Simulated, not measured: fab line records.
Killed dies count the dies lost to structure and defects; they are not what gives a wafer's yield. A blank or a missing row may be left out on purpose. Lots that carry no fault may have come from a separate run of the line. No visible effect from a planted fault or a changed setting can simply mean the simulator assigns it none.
Chamber matching | flow gf180mcu | 4 sister chambers for GF_V4_ETCH_16 on rie diel-04
The step etches BARC in N2/H2. 8 wafers are shown with their chamber, then 8 later ones without.

== WAFERS, EACH WITH ITS CHAMBER ==
wafer  | chamber | drypump motor current A (A) | rf fwd power W (W)
L082.1 | 3       | 5.2                         | 497.2
L082.6 | 0       | 5.3                         | 496.8
L085.2 | 0       | 5.4                         | 494.0
L085.3 | 3       | 5.2                         | 496.2
L086.2 | 2       | 5.6                         | 495.2
L086.4 | 1       | 5.8                         | 497.9
L086.5 | 2       | 5.6                         | 498.1
L087.1 | 1       | 5.8                         | 498.6

== WAFERS WITHOUT THEIR CHAMBER ==
wafer  | drypump motor current A (A) | rf fwd power W (W)
L087.3 | 5.3                         | 494.1
L087.4 | 5.6                         | 496.3
L092.2 | 5.6                         | 494.8
L092.5 | 5.6                         | 494.0
L092.6 | 5.8                         | 495.5
L097.2 | 5.2                         | 496.9
L097.3 | 5.6                         | 497.4
L097.6 | 5.3                         | 495.3

== THE CHAMBER EACH PASSED THROUGH ==
wafer  | from the rows above     | in truth
L087.3 | can't be placed: 0 or 3 | 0
L087.4 | 2                       | 2
L092.2 | 2                       | 2
L092.5 | 2                       | 2
L092.6 | 1                       | 1
L097.2 | 3                       | 3
L097.3 | 2                       | 2
L097.6 | can't be placed: 0 or 3 | 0
Placed correctly: 6 of 8. Not placeable from these rows: 2 (in 2, the candidates include the true chamber). 0 placed wrongly.
How it was worked out, from the rows above alone: a wafer's distance from a chamber is the root of the sum, over the readings, of the square of ((its reading less the chamber's mean) divided by the reading's scatter). The wafer belongs to the nearest chamber; if the next one is less than 2 further off, it can't be placed. Each chamber's mean is taken over the wafers shown for it. How the scatter is found: for the shown wafers, subtract from each reading the mean of its chamber, square and add these, divide the total by (wafers less chambers), then take the root.
